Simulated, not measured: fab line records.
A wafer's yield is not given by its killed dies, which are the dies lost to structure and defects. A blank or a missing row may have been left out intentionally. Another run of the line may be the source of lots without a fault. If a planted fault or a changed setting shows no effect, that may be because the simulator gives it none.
The tool behind it: which one? ; flow sky130 ; 13 lots, 39 wafers sampled, at 2 steps of a route of 708

WHAT THE GAUGES SHOWED, per wafer
SKY_LI_CONTACT_OVL_MEAS_13.
lot;measured;on;LI_CONTACT_OVL (nm)
L207;day 29 04:16;overlay-02;-7 -8 -1
L208;day 29 07:37;overlay-02;-6 1 -5
L209;day 30 06:33;overlay-02;-7 -6 -2
L211;day 30 21:26;overlay-02;-8 -4 -5
L217;day 33 16:35;overlay-02;0 -6 -2
L219;day 33 17:14;overlay-02;-1 -5 -2
L220;day 33 19:07;overlay-02;5 0 -2
L222;day 34 10:01;overlay-01;-7 -6 -12
L223;day 34 11:04;overlay-02;4 -2 0
L224;day 34 15:17;overlay-01;-12 -5 1
L225;day 35 06:10;overlay-02;-3 -1 -4
L226;day 35 06:49;overlay-02;-1 -6 -5
L228;day 37 02:28;overlay-02;-5 -7 -4

WHAT TOOL EACH LOT RAN ON (gives the tool, then ch and the chambers of the sampled wafers, and finally the start)
lot;SKY_LDD_LDN_IMPLANT_10
L207;implanter-04 ch 0, day 22 22:25
L208;implanter-04 ch 0, day 23 01:37
L209;implanter-04 ch 0, day 24 03:19
L211;implanter-04 ch 0, day 24 19:34
L217;implanter-04 ch 0, day 27 18:54
L219;implanter-01 ch 0, day 27 19:11
L220;implanter-03 ch 0, day 27 20:31
L222;implanter-04 ch 0, day 28 14:38
L223;implanter-04 ch 0, day 28 17:45
L224;implanter-03 ch 0, day 28 21:20
L225;implanter-01 ch 0, day 29 09:03
L226;implanter-01 ch 0, day 29 13:02
L228;implanter-04 ch 0, day 31 09:27
- SKY_LDD_LDN_IMPLANT_10

WHAT THE TOOLS THEMSELVES READ (means of the sampled wafers that have a number; where no wafer has one, the mark that the record gives instead)
SKY_LDD_LDN_IMPLANT_10.
lot;tool;beam energy keV;beam on s (s)
L207;implanter-04;14.994;10.01
L208;implanter-04;15.002;9.86
L209;implanter-04;16.232;9.92
L211;implanter-04;16.238;10.05
L217;implanter-04;14.996;10.11
L219;implanter-01;15.000;9.85
L220;implanter-03;14.998;10.09
L222;implanter-04;15.002;9.78
L223;implanter-04;15.001;10.01
L224;implanter-03;14.995;9.98
L225;implanter-01;15.002;9.98
L226;implanter-01;14.994;10.01
L228;implanter-04;14.997;10.21

THE ANSWER, worked out from the rows above alone
Rule: what is usual is taken from the lots themselves. The widest of any qualifying gaps counts: lots, ordered by their means at a reading, are off when they make up no more than a third of the lots, leave a main group of 4 or more, and stand apart from it by 3 or more times the standard deviation of that group's means. A main group whose means are all the same, to the digits that the tables above print for the reading, isn't used. A lot without any number at a reading at which 4 lots or more have one is off too. The other lots that the step has rows for count as sound. First the gauges in route order, then the tools' own readings, where a lot's mean is used as printed above. At the first step where some lot is off, the reading lying furthest off is the one used; lots without a number count as furthest.
Off: L209, L211 (SKY_LDD_LDN_IMPLANT_10, beam energy keV). Mean 14.998 and standard deviation 0.0031 in the main group.
A tool fits if, at that step or a process step before it, it ran every lot that is off, and no sound lot after the first of them. Of those tried, none fits.

WHAT THE SIMULATOR HAD INSERTED
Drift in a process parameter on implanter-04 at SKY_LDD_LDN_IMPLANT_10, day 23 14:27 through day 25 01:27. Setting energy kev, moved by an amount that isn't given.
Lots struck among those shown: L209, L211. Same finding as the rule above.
